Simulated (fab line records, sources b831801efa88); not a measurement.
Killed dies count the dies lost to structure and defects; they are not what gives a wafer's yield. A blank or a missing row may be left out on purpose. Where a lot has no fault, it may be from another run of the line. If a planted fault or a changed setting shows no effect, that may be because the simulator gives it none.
fab line records	flow gf180mcu
record lots=13	wafers=39	last-day=34
route steps=602 shown NWELL@44 V3@431 V4@491
lots with no fault: from the same line, run without faults
start-h: start of the lot's first displayed wafer, in hours after the record's first day	wait-h: hours from the lot's prior step to this one	" as in the row above	L1.1+2: a single row standing in for several wafers	- no value, or no start given	* or withheld: withheld	< > ~ a bound
route shown NAME@n: names a module that has steps shown in the file, with the first one's number in the route	usual: the fault-free wafers' mean and standard deviation	same: alike in all rows	chamber/n: place in a boat	sites: readings site by site	_std_site: their standard deviation	_edge_site: inner sites' mean taken away from outer sites' mean	radius-mm: how far each site lies from the wafer's centre	mask NAME#n: copy n	behind: the most recent tool/chamber to have shaped the wafer	hold: reason for holding the lot/hours on hold/outcome of the hold	device: the n, p or np transistor that did not switch	end of line: the route-end tests of the same wafers	a step given without rows: its recipe and nothing more	killed: dies lost to structure and defects at the first sort, not the wafer's yield	map: shows each die of a wafer: x if killed, . if not, _ if none is there
set.NAME: setting as actually run; set.NAME@STEP: the setting as run at that earlier step	model.NAME: the simulator's own value behind a step, which no gauge read
steps of the route over a sample of lots; a table a step, a row a wafer
services: from which hour (start-h, from the record's first day; less than 0 if before it) a tool's chamber was out of use, for how many hours, and why
## steps
# step GF_NWELL_COAT_02
# recipe spin-rpm=2000	resist-thk-nm=3000
# usual resist-line-temp-C=23.01/0.097
lot.wafer	tool	chamber	start-h	wait-h	resist-line-temp-C
L222.2	litho-track-03	0	47.90	0.1	23.02
L222.3	"	0	"	"	22.99
L222.4	"	0	"	"	22.93
L224.2	litho-track-02	0	60.05	0.1	22.90
L224.3	"	0	"	"	22.97
L224.4	"	0	"	"	22.91
L225.3	litho-track-02	0	65.28	0.1	22.93
L225.4	"	0	"	"	23.03
L225.6	"	0	"	"	23.02
L226.2	litho-track-03	0	70.95	0.1	22.95
L226.3	"	0	"	"	22.99
L226.6	"	0	"	"	23.01
L228.1	litho-track-02	0	80.28	0.1	22.93
L228.2	"	0	"	"	22.84
L228.3	"	0	"	"	22.91
L229.1	litho-track-01	0	85.61	0.1	23.13
L229.3	"	0	"	"	22.92
L229.4	"	0	"	"	23.02
L230.2	litho-track-02	0	92.45	0.1	23.03
L230.3	"	0	"	"	23.11
L230.6	"	0	"	"	23.05
L232.2	litho-track-01	0	103.18	0.1	22.99
L232.4	"	0	"	"	23.03
L232.5	"	0	"	"	23.07
L233.3	litho-track-02	0	110.53	0.1	23.20
L233.5	"	0	"	"	23.15
L233.6	"	0	"	"	23.11
L240.1	litho-track-01	0	147.91	0.1	22.98
L240.3	"	0	"	"	22.82
L240.4	"	0	"	"	23.05
L243.1	litho-track-01	0	173.26	0.1	22.81
L243.2	"	0	"	"	22.94
L243.3	"	0	"	"	22.99
L244.1	litho-track-03	0	173.67	0.1	23.01
L244.2	"	0	"	"	23.07
L244.4	"	0	"	"	22.87
L245.1	litho-track-03	0	185.32	0.1	23.00
L245.3	"	0	"	"	22.85
L245.4	"	0	"	"	22.86
# step GF_NWELL_STRIP_10
# recipe chemistry=O2/N2	power-w=1400	pressure-mtorr=1500	platen-temp-c=250	o2-flow-sccm=3000	n2-flow-sccm=300	overash-fraction=0.5
# usual drypump-motor-current-A=5.5/0.42	heater-power-w=327/27	oes-product-au=0.722/0.0048	strip-time-to-endpoint-s=36.94/0.1
lot.wafer	tool	chamber	start-h	wait-h	drypump-motor-current-A	heater-power-w	oes-product-au	rf-hours-counter-h	strip-time-to-endpoint-s
L222.2	plasma-asher-01	1	55.11	0.1	5.0	338	0.717	28	36.93
L222.3	"	1	"	"	4.9	337	0.717	-	36.83
L222.4	"	0	"	"	5.6	308	0.724	-	36.92
L224.2	plasma-asher-01	0	67.01	0.1	5.6	310	0.720	29	36.92
L224.3	"	1	"	"	5.0	345	0.725	-	36.85
L224.4	"	0	"	"	5.6	304	0.717	-	36.92
L225.3	plasma-asher-04	1	72.55	0.1	6.2	289	0.722	-	36.92
L225.4	"	0	"	"	5.6	339	0.724	-	36.96
L225.6	"	1	"	"	6.2	290	0.717	-	36.95
L226.2	plasma-asher-04	1	78.16	0.1	6.2	282	0.724	42	36.93
L226.3	"	0	"	"	5.6	345	0.723	-	36.98
L226.6	"	0	"	"	5.6	362	0.716	-	37.04
L228.1	plasma-asher-01	1	87.96	0.1	5.0	345	0.725	31	36.83
L228.2	"	0	"	"	5.6	314	0.718	31	36.96
L228.3	"	0	"	"	5.6	306	0.721	-	36.85
L229.1	plasma-asher-01	1	92.56	0.1	4.9	345	0.727	32	37.02
L229.3	"	1	"	"	5.0	337	0.721	-	37.09
L229.4	"	0	"	"	5.6	310	0.725	-	37.10
L230.2	plasma-asher-01	0	100.09	0.1	5.7	303	0.721	33	36.86
L230.3	"	1	"	"	5.0	348	0.727	-	36.77
L230.6	"	1	"	"	5.0	344	0.722	-	36.90
L232.2	plasma-asher-02	0	110.59	0.1	5.8	361	0.720	45	37.01
L232.4	"	1	"	"	5.5	372	0.733	-	36.98
L232.5	"	1	"	"	5.5	368	0.725	-	36.94
L233.3	plasma-asher-01	0	118.99	0.1	5.6	300	0.723	-	37.00
L233.5	"	1	"	"	4.9	341	0.728	-	36.98
L233.6	"	0	"	"	5.6	298	0.722	-	37.02
L240.1	plasma-asher-01	1	155.26	0.1	5.0	346	0.729	39	38.64
L240.3	"	0	"	"	5.6	303	0.730	-	38.52
L240.4	"	1	"	"	5.0	342	0.715	-	38.43
L243.1	plasma-asher-02	0	181.59	0.1	5.8	361	0.726	52	38.51
L243.2	"	1	"	"	5.5	379	0.712	52	38.42
L243.3	"	1	"	"	5.5	374	0.721	-	38.47
L244.1	plasma-asher-01	1	182.01	0.1	4.9	335	0.723	41	36.89
L244.2	"	0	"	"	5.6	312	0.714	41	36.88
L244.4	"	0	"	"	5.6	305	0.723	-	36.88
L245.1	plasma-asher-02	0	194.36	0.1	5.8	355	0.721	53	36.84
L245.3	"	1	"	"	5.4	372	0.727	-	36.85
L245.4	"	0	"	"	5.8	347	0.720	-	36.74
# step GF_V3_CVD_02
# recipe material=SiO2	target-thk-nm=850	precursor=TEOS	temp-c=400	time-s=94.851	rf-w=600
# usual heater-power-w=624/73
lot.wafer	tool	chamber	start-h	wait-h	heater-power-w
L222.2	pecvd-04	2	488.13	0.0	632
L222.3	"	0	"	"	488
L222.4	"	0	"	"	546
L224.2	pecvd-02	2	506.73	0.0	613
L224.3	"	2	"	"	496
L224.4	"	0	"	"	477
L225.3	pecvd-03	0	515.61	0.0	659
L225.4	"	2	"	"	743
L225.6	"	1	"	"	636
L226.2	pecvd-03	2	521.72	0.0	642
L226.3	"	1	"	"	626
L226.6	"	0	"	"	688
L228.1	pecvd-02	0	537.30	0.1	502
L228.2	"	1	"	"	707
L228.3	"	2	"	"	594
L229.1	pecvd-03	0	544.45	0.1	724
L229.3	"	2	"	"	656
L229.4	"	2	"	"	743
L230.2	pecvd-03	0	553.12	0.0	712
L230.3	"	2	"	"	675
L230.6	"	1	"	"	605
L232.2	pecvd-04	0	575.27	0.0	597
L232.4	"	1	"	"	662
L232.5	"	0	"	"	474
L233.3	pecvd-02	2	582.32	0.0	597
L233.5	"	2	"	"	616
L233.6	"	0	"	"	475
L240.1	pecvd-02	1	632.96	0.1	590
L240.3	"	2	"	"	615
L240.4	"	2	"	"	482
L243.1	pecvd-03	2	670.85	0.1	751
L243.2	"	0	"	"	593
L243.3	"	1	"	"	675
L244.1	pecvd-04	0	672.43	0.1	604
L244.2	"	2	"	"	692
L244.4	"	1	"	"	566
L245.1	pecvd-03	2	683.40	0.1	775
L245.3	"	0	"	"	673
L245.4	"	0	"	"	727
# step GF_V4_OVL_MEAS_15
# usual V4_OVL=-1/5.6
lot.wafer	tool	chamber	start-h	wait-h	V4_OVL[nm]
L222.2	overlay-02	-	560.58	0.1	2
L222.3	"	-	"	"	4
L222.4	"	-	"	"	8
L224.2	overlay-01	-	577.67	0.1	7
L224.3	"	-	"	"	3
L224.4	"	-	"	"	5
L225.3	overlay-02	-	585.73	0.1	2
L225.4	"	-	"	"	0
L225.6	"	-	"	"	-3
L226.2	overlay-01	-	591.42	0.1	-5
L226.3	"	-	"	"	0
L226.6	"	-	"	"	1
L228.1	overlay-02	-	605.07	0.1	-4
L228.2	"	-	"	"	1
L228.3	"	-	"	"	-4
L229.1	overlay-01	-	612.72	0.1	-8
L229.3	"	-	"	"	-2
L229.4	"	-	"	"	-4
L230.2	overlay-02	-	621.88	0.1	2
L230.3	"	-	"	"	5
L230.6	"	-	"	"	9
L232.2	overlay-02	-	641.34	0.1	-5
L232.4	"	-	"	"	-4
L232.5	"	-	"	"	-7
L233.3	overlay-02	-	648.35	0.1	1
L233.5	"	-	"	"	1
L233.6	"	-	"	"	3
L240.1	overlay-02	-	693.97	0.1	3
L240.3	"	-	"	"	-1
L240.4	"	-	"	"	0
L243.1	overlay-02	-	729.48	0.1	-9
L243.2	"	-	"	"	-5
L243.3	"	-	"	"	-3
L244.1	overlay-02	-	730.07	0.1	-6
L244.2	"	-	"	"	-7
L244.4	"	-	"	"	-6
L245.1	overlay-01	-	740.58	0.1	6
L245.3	"	-	"	"	6
L245.4	"	-	"	"	-1
# step GF_V4_CMP_26
# recipe stop-on=SiO2	down-force-psi=3.5	platen-rpm=60	t-overpolish-s=15	target-thk-nm=0	pad-velocity-m-s=0.94248
# usual edge-zone-pressure-frac=1.000/0.0045	motor-current-A=11.3/0.95	overpolish-run-s=14.999/0.0093	slurry-filter-dp-kPa=13.48/0.14	time-to-endpoint-s=85.8/2.9
lot.wafer	tool	chamber	start-h	wait-h	edge-zone-pressure-frac	motor-current-A	overpolish-run-s	slurry-filter-dp-kPa	time-to-endpoint-s
L222.2	cmp-02	1	561.74	0.1	0.998	9.8	14.992	13.38	85.0
L222.3	"	2	"	"	1.008	11.2	15.003	13.64	86.8
L222.4	"	3	"	"	0.993	12.4	15.002	13.45	83.5
L224.4	cmp-02	1	578.76	0.0	0.999	9.6	14.986	13.36	84.8
L224.2	"	2	"	"	1.000	11.0	14.996	13.60	83.1
L224.3	"	0	"	"	0.999	11.0	15.004	13.71	83.4
L225.4	cmp-01	3	586.90	0.0	0.995	10.4	14.971	13.37	86.1
L225.3	"	1	"	"	1.007	11.6	14.995	13.64	83.1
L225.6	"	0	"	"	1.002	10.7	15.014	13.41	84.2
L226.2	cmp-01	1	592.62	0.1	0.998	11.7	15.008	14.00	86.4
L226.3	"	2	"	"	0.998	12.4	15.012	13.63	85.3
L226.6	"	3	"	"	1.002	10.4	15.000	13.66	88.3
L228.3	cmp-01	1	606.19	0.0	1.005	11.6	15.004	13.63	86.9
L228.1	"	2	"	"	0.999	12.4	14.987	13.63	85.0
L228.2	"	3	"	"	1.001	10.7	14.995	13.35	86.4
L229.1	cmp-02	3	613.81	0.1	1.001	12.6	15.005	13.53	85.5
L229.4	"	0	"	"	1.005	10.4	15.009	13.47	86.7
L229.3	"	1	"	"	0.999	9.6	14.998	13.50	85.3
L230.2	cmp-01	0	622.99	0.0	0.997	10.8	15.006	13.74	91.3
L230.3	"	3	"	"	0.998	10.7	14.999	13.55	87.9
L230.6	"	1	"	"	0.999	12.1	15.012	13.67	86.5
L232.4	cmp-02	2	642.54	0.1	1.000	11.1	15.001	13.53	88.4
L232.2	"	3	"	"	1.001	12.6	15.009	13.45	86.6
L232.5	"	0	"	"	0.999	11.0	14.998	13.37	88.5
L233.3	cmp-01	0	649.63	0.2	1.006	10.6	14.996	13.55	86.2
L233.6	"	1	"	"	1.005	11.7	15.003	13.17	85.7
L233.5	"	2	"	"	0.997	12.3	14.978	13.40	88.5
L240.1	cmp-02	1	695.23	0.2	1.000	9.8	14.993	13.61	87.6
L240.4	"	3	"	"	0.994	12.7	15.002	13.38	85.2
L240.3	"	0	"	"	1.004	10.6	15.000	13.54	87.8
L243.2	cmp-02	2	730.57	0.0	0.998	10.9	14.988	13.66	89.3
L243.1	"	0	"	"	0.998	10.2	15.012	13.65	86.7
L243.3	"	1	"	"	1.000	9.5	14.996	13.32	85.7
L244.4	cmp-02	2	731.27	0.0	1.007	11.1	15.000	13.43	87.0
L244.2	"	3	"	"	0.998	12.5	15.001	13.50	90.2
L244.1	"	0	"	"	0.996	10.9	14.984	13.53	90.9
L245.3	cmp-01	1	741.68	0.0	0.999	11.8	15.000	13.50	87.5
L245.1	"	2	"	"	0.997	12.0	15.000	13.36	87.8
L245.4	"	3	"	"	0.999	10.9	15.005	13.37	86.6
## services
tool	chamber	start-h	hours	kind
cmp-01	-	29.93	1.2	repair
cmp-02	-	64.31	4.0	pm
cmp-02	-	68.31	7.5	pm
pecvd-03	2	78.52	6.6	repair
cmp-01	-	85.58	7.3	pm
cmp-02	-	92.34	1.6	repair
cmp-01	-	94.28	12.8	repair
plasma-asher-01	-	108.01	2.8	pm
cmp-01	-	126.99	1.9	repair
pecvd-03	2	129.45	11.5	repair
cmp-01	-	131.53	0.5	repair
pecvd-03	0	140.39	6.7	repair
cmp-02	-	159.67	1.5	repair
cmp-02	-	174.40	10.6	pm
cmp-02	-	196.08	2.8	repair
cmp-02	-	333.58	1.5	repair
cmp-02	-	383.53	9.2	pm
cmp-02	-	404.60	4.0	pm
plasma-asher-01	-	440.60	0.4	repair
cmp-02	-	496.89	4.7	pm
plasma-asher-01	-	600.23	15.6	pm
plasma-asher-01	-	635.54	1.2	repair
cmp-02	-	658.72	1.0	repair
plasma-asher-01	-	711.62	2.2	repair
## key
first-sign step=GF_NWELL_STRIP_10	reading=strip-time-to-endpoint-s	direction=up	sigmas=16	usual=*	struck=*
effect none on later readings
met-at GF_NWELL_COAT_02
struck-lots L240,L243
tester-left-out L240,L243
not-acting-at GF_V3_CVD_02,GF_V4_OVL_MEAS_15,GF_V4_CMP_26
onset-between 103.18 147.91
fault kind=process-parameter-drift	tool=litho-track-01	chamber=-	onset-h=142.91	steps=GF_NWELL_COAT_02	channel=resist-thk-nm	offset=*	shape=step	end-h=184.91	acts-in=*	stated=*
# tester-left-out: of these lots the tester's yield and bins aren't shown, on N5 and GAA mostly nor the transistor test; their killed dies are dies lost to structure and defects alone, not to doping, threshold or leakage, so they don't give the yield
